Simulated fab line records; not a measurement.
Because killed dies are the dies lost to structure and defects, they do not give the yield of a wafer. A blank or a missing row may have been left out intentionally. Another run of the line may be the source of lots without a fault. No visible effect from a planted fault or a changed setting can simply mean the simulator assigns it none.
Chamber matching || flow gf180mcu || GF_V4_CVD_02 on pecvd-01 has 3 sister chambers
The step deposits SiO2 from TEOS, target thk 850 nm, time 94.851 s. 3 wafers are shown with their chamber, then 7 later ones without.

WAFERS WITH THEIR CHAMBER
{"wafer": "L715.2", "chamber": 2, "heaterPowerW (W)": 807}
{"wafer": "L719.1", "chamber": 0, "heaterPowerW (W)": 516}
{"wafer": "L719.3", "chamber": 1, "heaterPowerW (W)": 640}

WAFERS WHOSE CHAMBER IS MISSING
{"wafer": "L719.4", "heaterPowerW (W)": 583}
{"wafer": "L724.2", "heaterPowerW (W)": 827}
{"wafer": "L724.3", "heaterPowerW (W)": 659}
{"wafer": "L724.5", "heaterPowerW (W)": 676}
{"wafer": "L728.1", "heaterPowerW (W)": 592}
{"wafer": "L728.4", "heaterPowerW (W)": 605}
{"wafer": "L728.6", "heaterPowerW (W)": 497}

THE CHAMBER EACH PASSED THROUGH
{"wafer": "L719.4", "from the rows above": "can't be placed: 1 or 0", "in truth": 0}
{"wafer": "L724.2", "from the rows above": 2, "in truth": 2}
{"wafer": "L724.3", "from the rows above": 1, "in truth": 1}
{"wafer": "L724.5", "from the rows above": 1, "in truth": 1}
{"wafer": "L728.1", "from the rows above": "can't be placed: 1 or 0", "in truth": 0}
{"wafer": "L728.4", "from the rows above": "can't be placed: 1 or 0", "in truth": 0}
{"wafer": "L728.6", "from the rows above": 0, "in truth": 0}
Placed correctly: 4 of 7. Can't be placed from these rows: 3 (the true chamber is among the candidates in 3). 0 placed wrongly.
How it was worked out, from the rows above alone: a wafer's distance from a chamber is the root of the sum, over the readings, of the square of ((its reading less the chamber's mean) divided by the reading's scatter). The wafer belongs to the nearest chamber; if the next one is less than 2 further off, it can't be placed. Each chamber's mean is taken over the wafers shown for it. The scatter: root of mean squared gap, hidden wafer to nearest shown wafer, with one shown wafer a chamber.
